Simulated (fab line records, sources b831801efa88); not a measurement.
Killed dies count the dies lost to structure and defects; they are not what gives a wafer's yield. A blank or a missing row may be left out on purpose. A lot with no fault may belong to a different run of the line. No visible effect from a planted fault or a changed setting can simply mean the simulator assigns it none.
Matching of chambers | flow sky130 | cmp-02 running SKY_VIA2_CMP_24: 4 sister chambers
The step polishes, stops on SiO2, t overpolish 20 s, target thk 0 nm. 4 wafers are shown with their chamber, then 11 later ones without.

WAFERS PAIRED WITH THEIR CHAMBERS
wafer  | chamber | motorCurrentA (A)
L086.1 | 3       | 9.6
L087.5 | 1       | 12.0
L087.6 | 0       | 10.9
L088.1 | 2       | 10.7

WAFERS WHOSE CHAMBER IS MISSING
wafer  | motorCurrentA (A)
L088.2 | 9.9
L088.3 | 11.9
L090.2 | 10.7
L090.4 | 11.1
L090.5 | 10.6
L095.1 | 9.4
L095.3 | 10.2
L095.5 | 9.4
L097.2 | 12.9
L097.3 | 9.6
L097.5 | 13.1

THE CHAMBER EACH PASSED THROUGH
wafer  | from the rows above          | in truth
L088.2 | can't be placed: 3 or 2 or 0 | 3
L088.3 | can't be placed: 1 or 0      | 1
L090.2 | can't be placed: 2 or 0      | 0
L090.4 | can't be placed: 0 or 2 or 1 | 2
L090.5 | can't be placed: 2 or 0 or 3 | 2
L095.1 | 3                            | 3
L095.3 | can't be placed: 2 or 3 or 0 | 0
L095.5 | 3                            | 3
L097.2 | 1                            | 1
L097.3 | 3                            | 3
L097.5 | 1                            | 1
Correct placement for 5 of the 11. Can't be placed from these rows: 6 (the true chamber is among the candidates in 6). Placed wrongly: 0.
How it was worked out, from the rows above alone: a wafer's distance from a chamber is the root of the sum, over the readings, of the square of ((its reading less the chamber's mean) divided by the reading's scatter). The wafer belongs to the nearest chamber; if the next one is less than 2 further off, it can't be placed. For every chamber, the mean is computed from those of its wafers that are shown. The scatter: with one shown wafer a chamber, the root of the mean of the squares of how far each hidden wafer lies from its nearest shown one.
